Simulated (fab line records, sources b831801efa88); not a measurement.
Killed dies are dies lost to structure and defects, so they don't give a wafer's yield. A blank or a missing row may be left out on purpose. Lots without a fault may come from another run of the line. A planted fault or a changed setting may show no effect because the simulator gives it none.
A struck lot beside a sound one | flow sky130 | 19 steps out of a route of 708
Sound: wafers L267.2, L267.5, L267.6. Struck: wafers L273.2, L273.5, L273.6. The cause comes at the end.
At each step with rows: each side's tool, then ch and its chambers, then its first start. Under that, the readings that differ: sound wafers | struck wafers | difference of the means | sigmas: that difference in standard deviations of wafers without a fault.
alike: readings whose means differ by less than 2 such deviations, and words and numbers that are the same on both sides. not compared: withheld readings, readings that some wafer has no value for, bounds like >300 that may hide the same value, and numbers for which the record gives no deviation and whose values overlap.
The two part at a step that has a row with sigmas, a row that says differs or no value, or rows on one side only. Numbers that don't overlap but have no deviation are shown without sigmas and don't part them. A reading that every wafer of one side lacks parts them only if that side has two wafers or more.

SKY_VIA4_THK_MEAS_20: measures by xrf.
  sound on film_metro-01, day 46 23:31; struck on film_metro-02, day 47 04:47
  alike: VIA4_W_THK
then, 1 step without rows for these wafers: SKY_VIA4_CMP_21 (polishes, stops on SiO2, t overpolish 25 s, target thk 0 nm).
SKY_METAL5_SPUTTER_00: material Ti, target thk 15 nm, time 10 s.
  sound on pvd_sputter-03, day 46 23:52; struck on pvd_sputter-04, day 47 05:16
  alike: chamber_pressure_pa, throttle_valve_pct
then, 1 step without rows for these wafers: SKY_METAL5_SPUTTER_01 (material TiN, target thk 20 nm, time 16.7 s).
SKY_METAL5_SPUTTER_02: material AlCu, target thk 1150 nm, time 61.2 s.
  sound on pvd_sputter-03, day 46 23:55; struck on pvd_sputter-04, day 47 05:19
  alike: chamber_pressure_pa, throttle_valve_pct
SKY_METAL5_SPUTTER_03: material Ti, target thk 5 nm, time 3.3 s.
  sound on pvd_sputter-03, day 46 23:58; struck on pvd_sputter-04, day 47 05:22
  alike: chamber_pressure_pa, throttle_valve_pct
SKY_METAL5_SPUTTER_04: material TiN, target thk 70 nm, time 58.3 s.
  sound on pvd_sputter-03, day 46 23:59; struck on pvd_sputter-04, day 47 05:23
  alike: chamber_pressure_pa, throttle_valve_pct
SKY_METAL5_RS_MEAS_05: measures by four-point-probe.
  sound on film_metro-03, day 47 00:04; struck on film_metro-01, day 47 05:28
  alike: METAL5_ALCU_RS
SKY_METAL5_THK_MEAS_06: measures by xrf.
  sound on film_metro-03, day 47 00:10; struck on film_metro-01, day 47 05:34
  alike: METAL5_ALCU_THK
then, 3 steps without rows for these wafers: SKY_METAL5_DEHYDRATE_07 (time 60 s); SKY_METAL5_HMDS_08 (prime time 60 s); SKY_METAL5_COAT_09 (resist thk 1800 nm).
SKY_METAL5_SOFTBAKE_10: time 60 s.
  sound on litho_track-02 ch 0, day 47 09:34; struck on litho_track-04 ch 0, day 47 15:23
  reading                                     | sound             | struck            | difference | sigmas
  heater_power_total_W (W)                    | 56.58 56.59 56.59 | 59.15 59.18 59.17 | +2.58      | +57
  plate_temp_C (C)                            | 90.17 90.07 89.92 | 93.03 93.10 92.94 | +2.97      | +25
  model.NOVOLAK_of_METAL5_COAT_09.thk_nm (nm) | 1804 1799 1801    | 1783 1786 1782    | -18        |
  alike: exhaust_pa
then, 3 steps without rows for these wafers: SKY_METAL5_EXPOSE_11 (exposes mask MM5, target cd 1600 nm); SKY_METAL5_PEB_12; SKY_METAL5_DEVELOP_13 (develop time 60 s).
SKY_METAL5_DESCUM_14: chemistry O2, time 11 s.
  sound on rie_metal-02 ch 0,1, day 47 19:30; struck on rie_metal-02 ch 0,1, day 48 01:49
  reading                                     | sound          | struck         | difference | sigmas
  model.NOVOLAK_of_METAL5_COAT_09.thk_nm (nm) | 1793 1788 1790 | 1773 1775 1772 | -17        |
  alike: drypump_motor_current_A, oes_product_au, rf_fwd_power_W
  not compared: rf_hours_counter_h
SKY_METAL5_METAL_ETCH_15: etches the open film in Cl2/BCl3, stops on SiO2, target depth 1260 nm, time 252 s.
  sound on rie_metal-02 ch 0,1, day 47 19:32; struck on rie_metal-02 ch 0,1, day 48 01:51
  alike: bcl3_flow_sccm, drypump_motor_current_A, oes_product_au, rf_fwd_power_W, throttle_valve_pct
  not compared: rf_hours_counter_h
SKY_PAD_OPEN_PROBE_99:
  sound on prober-02, day 49 16:15; struck on prober-02, day 49 21:00
  alike: defect_limited_yield, killed_at_M0_to_M3, killed_at_M4_up, killed_at_contacts, killed_at_front_end, killed_at_other, killed_dies, killed_open, killed_short, sort_bin_3_pad_short, sort_bin_5_function, sort_bin_6_memory, sort_n_pass, sort_yield_pct

WHERE THEY PART
Only at SKY_METAL5_SOFTBAKE_10, within this record. Later steps at which nothing parts them and some readings are alike: SKY_METAL5_DESCUM_14, SKY_METAL5_METAL_ETCH_15, SKY_PAD_OPEN_PROBE_99.

WHY: what the simulator had put in
Process parameter drift: litho_track-04, from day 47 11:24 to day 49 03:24, at SKY_METAL5_SOFTBAKE_10. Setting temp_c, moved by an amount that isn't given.
